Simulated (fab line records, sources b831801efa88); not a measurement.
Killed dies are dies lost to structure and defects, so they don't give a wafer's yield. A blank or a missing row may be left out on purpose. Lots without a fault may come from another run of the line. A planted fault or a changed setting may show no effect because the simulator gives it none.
Which tool did it? | flow sky130 | 14 lots, 42 wafers sampled, at 6 steps of a route of 708

WHAT THE GAUGES READ, wafer by wafer
SKY_POLY_GATE_THK_MEAS_01. Usual: POLY_GATE_CVD_00_THK 179.3 nm, standard deviation 1.7.
lot  | measured     | on            | POLY_GATE_CVD_00_THK (nm) | flag
L362 | day 14 05:23 | film_metro-02 | 181.0 181.3 181.9         |
L363 | day 14 12:19 | film_metro-01 | 180.8 179.2 180.3         |
L364 | day 14 21:46 | film_metro-01 | 180.8 181.3 182.7         |
L366 | day 15 02:13 | film_metro-04 | 179.7 178.9 180.1         |
L367 | day 16 00:57 | film_metro-01 | 180.5 181.4 181.8         |
L370 | day 16 22:37 | film_metro-02 | 178.5 177.4 177.1         |
L371 | day 17 07:17 | film_metro-02 | 179.0 178.4 178.0         |
L372 | day 17 12:50 | film_metro-02 | 179.1 179.0 178.2         |
L379 | day 20 09:08 | film_metro-01 | 180.0 180.1 180.8         |
L380 | day 20 13:16 | film_metro-02 | 179.6 178.5 179.7         |
L382 | day 20 22:03 | film_metro-04 | 178.0 177.2 176.0         |
L383 | day 21 11:20 | film_metro-02 | 179.2 178.7 178.8         |
L384 | day 21 14:05 | film_metro-04 | 176.6 176.4 175.6         |
L385 | day 22 03:10 | film_metro-01 | 181.1 182.2 181.1         |

SKY_POLY_GATE_CD_MEAS_13: target cd 150 nm. Usual: cd_nm 149.8 nm, standard deviation 1.7.
lot  | measured     | on        | cd_nm (nm)        | flag
L362 | day 16 14:34 | cd_sem-02 | 148.7 148.2 147.9 |
L363 | day 16 20:28 | cd_sem-02 | 150.6 150.9 150.7 |
L364 | day 17 06:37 | cd_sem-02 | 147.2 148.9 148.2 |
L366 | day 17 12:31 | cd_sem-01 | 152.1 150.1 151.5 |
L367 | day 18 13:10 | cd_sem-02 | 147.1 144.5 146.8 |
L370 | day 19 11:49 | cd_sem-02 | 149.7 148.4 149.8 |
L371 | day 19 21:43 | cd_sem-02 | 151.2 151.0 150.1 |
L372 | day 20 02:56 | cd_sem-01 | 149.3 149.6 149.4 |
L379 | day 23 02:12 | cd_sem-02 | 149.9 149.8 149.9 |
L380 | day 23 04:28 | cd_sem-02 | 149.9 152.3 150.7 |
L382 | day 23 12:38 | cd_sem-02 | 150.1 149.6 149.7 |
L383 | day 24 01:12 | cd_sem-01 | 151.9 150.9 150.9 |
L384 | day 24 04:51 | cd_sem-02 | 147.0 149.4 147.9 |
L385 | day 24 17:23 | cd_sem-01 | 149.6 149.4 150.4 |

SKY_LDD_N_TW_MEAS_17. Usual: LDD_N_TW 2585, standard deviation 29.
lot  | measured     | on            | LDD_N_TW       | flag
L362 | day 18 00:35 | film_metro-03 | 2571 2544 2565 |
L363 | day 18 04:38 | film_metro-04 | 2632 2625 2614 |
L364 | day 18 17:14 | film_metro-04 | 2615 2605 2609 |
L366 | day 18 23:20 | film_metro-02 | 2567 2553 2547 |
L367 | day 19 23:18 | film_metro-04 | 2591 2576 2568 |
L370 | day 20 21:28 | film_metro-04 | 2606 2598 2600 |
L371 | day 21 08:33 | film_metro-02 | 2557 2553 2566 |
L372 | day 21 14:01 | film_metro-03 | 2580 2582 2575 |
L379 | day 24 11:44 | film_metro-03 | 2587 2577 2577 |
L380 | day 24 13:25 | film_metro-02 | 2802 2816 2801 | OFF
L382 | day 24 21:22 | film_metro-04 | 2901 2907 2905 | OFF
L383 | day 25 10:29 | film_metro-03 | 2572 2583 2575 |
L384 | day 25 14:08 | film_metro-04 | 2634 2628 2608 |
L385 | day 26 01:57 | film_metro-03 | 2589 2582 2575 |

WHICH TOOL RAN EACH LOT (tool, then ch and the chambers of the sampled wafers, then the start)
lot  | SKY_GATE_OXIDE_STRIP_13              | SKY_LDD_N_IMPLANT_10            | SKY_LDD_N_STRIP_16
L362 | plasma_asher-02 ch 1, day 13 23:39   | implanter-01 ch 0, day 17 23:35 | plasma_asher-02 ch 1, day 18 00:29
L363 | plasma_asher-04 ch 0,1, day 14 03:50 | implanter-04 ch 0, day 18 03:38 | plasma_asher-01 ch 0, day 18 04:32
L364 | plasma_asher-02 ch 0,1, day 14 17:08 | implanter-01 ch 0, day 18 16:14 | plasma_asher-03 ch 0,1, day 18 17:08
L366 | plasma_asher-02 ch 0,1, day 14 22:55 | implanter-01 ch 0, day 18 22:22 | plasma_asher-02 ch 0,1, day 18 23:14
L367 | plasma_asher-02 ch 0,1, day 15 21:58 | implanter-01 ch 0, day 19 22:18 | plasma_asher-02 ch 0,1, day 19 23:12
L370 | plasma_asher-02 ch 0,1, day 16 17:40 | implanter-01 ch 0, day 20 20:29 | plasma_asher-02 ch 0,1, day 20 21:21
L371 | plasma_asher-02 ch 0,1, day 17 03:26 | implanter-01 ch 0, day 21 07:33 | plasma_asher-01 ch 0,1, day 21 08:27
L372 | plasma_asher-02 ch 0,1, day 17 08:08 | implanter-01 ch 0, day 21 13:02 | plasma_asher-02 ch 0, day 21 13:54
L379 | plasma_asher-02 ch 0,1, day 20 06:08 | implanter-01 ch 0, day 24 10:44 | plasma_asher-03 ch 0,1, day 24 11:38
L380 | plasma_asher-02 ch 1, day 20 10:05   | implanter-01 ch 0, day 24 12:26 | plasma_asher-02 ch 1, day 24 13:18
L382 | plasma_asher-04 ch 0,1, day 20 19:07 | implanter-01 ch 0, day 24 20:24 | plasma_asher-02 ch 0,1, day 24 21:17
L383 | plasma_asher-01 ch 0, day 21 05:55   | implanter-04 ch 0, day 25 09:29 | plasma_asher-02 ch 0,1, day 25 10:23
L384 | plasma_asher-02 ch 0,1, day 21 10:32 | implanter-03 ch 0, day 25 13:08 | plasma_asher-01 ch 0,1, day 25 14:02
L385 | plasma_asher-01 ch 0,1, day 22 00:13 | implanter-03 ch 0, day 26 00:58 | plasma_asher-02 ch 0,1, day 26 01:50
- SKY_GATE_OXIDE_STRIP_13: strips in O2/N2.
- SKY_LDD_N_IMPLANT_10
- SKY_LDD_N_STRIP_16: strips in O2/N2.

WHAT THE TOOLS THEMSELVES READ (means of the sampled wafers that have a number; where no wafer has one, the mark that the record gives instead)
SKY_GATE_OXIDE_STRIP_13. Usual: drypump_motor_current_A 5.4 A, standard deviation 0.53; oes_product_au 0.716 a.u., standard deviation 0.0042; strip_time_to_endpoint_s 14.19 s, standard deviation 0.042.
lot  | tool            | drypump_motor_current_A (A) | oes_product_au (a.u.) | strip_time_to_endpoint_s (s) | flag
L362 | plasma_asher-02 | 5.6                         | 0.716                 | 14.13                        |
L363 | plasma_asher-04 | 5.7                         | 0.715                 | 14.19                        |
L364 | plasma_asher-02 | 5.1                         | 0.714                 | 14.22                        |
L366 | plasma_asher-02 | 5.2                         | 0.717                 | 14.11                        |
L367 | plasma_asher-02 | 5.4                         | 0.715                 | 14.21                        |
L370 | plasma_asher-02 | 5.2                         | 0.719                 | 14.17                        |
L371 | plasma_asher-02 | 5.3                         | 0.715                 | 14.23                        |
L372 | plasma_asher-02 | 5.1                         | 0.721                 | 14.14                        |
L379 | plasma_asher-02 | 5.2                         | 0.712                 | 14.21                        |
L380 | plasma_asher-02 | 5.6                         | 0.715                 | 14.23                        |
L382 | plasma_asher-04 | 6.2                         | 0.710                 | 14.19                        |
L383 | plasma_asher-01 | 4.9                         | 0.719                 | 14.16                        |
L384 | plasma_asher-02 | 5.1                         | 0.719                 | 14.14                        |
L385 | plasma_asher-01 | 5.3                         | 0.715                 | 14.21                        |

SKY_LDD_N_IMPLANT_10. Usual: beam_on_s 10.00 s, standard deviation 0.2; dose_ions_cm2 7.5e+13, standard deviation 8.1e+10; faraday_current_uA 423, standard deviation 8.6; rotation_deg 203.00 degrees, standard deviation 0.051.
lot  | tool         | beam_on_s (s) | dose_ions_cm2 | faraday_current_uA | rotation_deg (degrees) | flag
L362 | implanter-01 | 10.07         | 7.5e+13       | 420                | 203.05                 |
L363 | implanter-04 | 9.77          | 7.5e+13       | 433                | 203.04                 |
L364 | implanter-01 | 10.02         | 7.5e+13       | 423                | 203.00                 |
L366 | implanter-01 | 10.09         | 7.5e+13       | 419                | 203.01                 |
L367 | implanter-01 | 10.09         | 7.5e+13       | 419                | 203.02                 |
L370 | implanter-01 | 10.04         | 7.5e+13       | 421                | 202.93                 |
L371 | implanter-01 | 9.91          | 7.5e+13       | 427                | 202.96                 |
L372 | implanter-01 | 9.85          | 7.5e+13       | 430                | 203.03                 |
L379 | implanter-01 | 10.07         | 7.5e+13       | 421                | 203.00                 |
L380 | implanter-01 | 33.45         | 3.5e+14       | 581                | 203.01                 | OFF
L382 | implanter-01 | 33.26         | 3.5e+14       | 584                | 203.00                 | OFF
L383 | implanter-04 | 10.02         | 7.5e+13       | 421                | 203.04                 |
L384 | implanter-03 | 10.18         | 7.5e+13       | 416                | 203.01                 |
L385 | implanter-03 | 9.95          | 7.5e+13       | 424                | 203.00                 |

SKY_LDD_N_STRIP_16. Usual: drypump_motor_current_A 5.4 A, standard deviation 0.47; oes_product_au 0.407 a.u., standard deviation 0.0045; strip_time_to_endpoint_s 4.319 s, standard deviation 0.014.
lot  | tool            | drypump_motor_current_A (A) | oes_product_au (a.u.) | strip_time_to_endpoint_s (s) | flag
L362 | plasma_asher-02 | 5.6                         | 0.412                 | 4.320                        |
L363 | plasma_asher-01 | 4.9                         | 0.408                 | 4.323                        |
L364 | plasma_asher-03 | 6.0                         | 0.406                 | 4.328                        |
L366 | plasma_asher-02 | 5.3                         | 0.410                 | 4.323                        |
L367 | plasma_asher-02 | 5.3                         | 0.406                 | 4.331                        |
L370 | plasma_asher-02 | 5.2                         | 0.408                 | 4.311                        |
L371 | plasma_asher-01 | 5.3                         | 0.404                 | 4.308                        |
L372 | plasma_asher-02 | 4.9                         | 0.406                 | 4.335                        |
L379 | plasma_asher-03 | 6.0                         | 0.408                 | 4.318                        |
L380 | plasma_asher-02 | 5.5                         | 0.408                 | 5.001                        | OFF
L382 | plasma_asher-02 | 5.3                         | 0.406                 | 5.010                        | OFF
L383 | plasma_asher-02 | 5.1                         | 0.405                 | 4.298                        |
L384 | plasma_asher-01 | 5.7                         | 0.406                 | 4.323                        |
L385 | plasma_asher-02 | 5.1                         | 0.410                 | 4.323                        |

THE ANSWER, worked out from the rows above alone
Rule: a lot is off if the mean of its wafers that have a number lies more than 3 standard deviations from the usual mean. A lot without any number at a reading at which 4 lots or more have one is off too. The other lots that the step has rows for count as sound. The gauges are gone through in route order, then the tools' own readings, and for those a lot's mean is taken as printed above. The first step at which some lot is off is used, and at that step the reading that is off furthest; a lot without a number counts as furthest.
Off: L380, L382, at SKY_LDD_N_TW_MEAS_17 (LDD_N_TW).
A tool fits if, at a process step before that reading, it ran every lot that is off, and no sound lot after the first of them. The gauges at SKY_LDD_N_TW_MEAS_17 aren't tried: what is off there is off at SKY_LDD_N_IMPLANT_10 too, on other tools, and a gauge's error can't cause that. One fits: implanter-01 at SKY_LDD_N_IMPLANT_10. Its last sound lot is L379 (day 24 10:44), its first lot that is off L380 (day 24 12:26): a fault that began between those two fits.
The tool's own readings at SKY_LDD_N_IMPLANT_10 bear it out: on the lots that are off they differ by more than 5 times the standard deviation of the sound lots' means. beam_on_s reads 33.36 s there against 10.00 s on the sound lots; dose_ions_cm2 reads 3.5e+14 there against 7.5e+13 on the sound lots; faraday_current_uA reads 582 there against 423 on the sound lots.

WHAT THE SIMULATOR HAD PUT IN
Process parameter drift: implanter-01, from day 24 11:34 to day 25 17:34, at SKY_LDD_N_IMPLANT_10. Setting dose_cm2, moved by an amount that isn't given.
Lots struck among those shown: L380, L382. The rule above found the same.
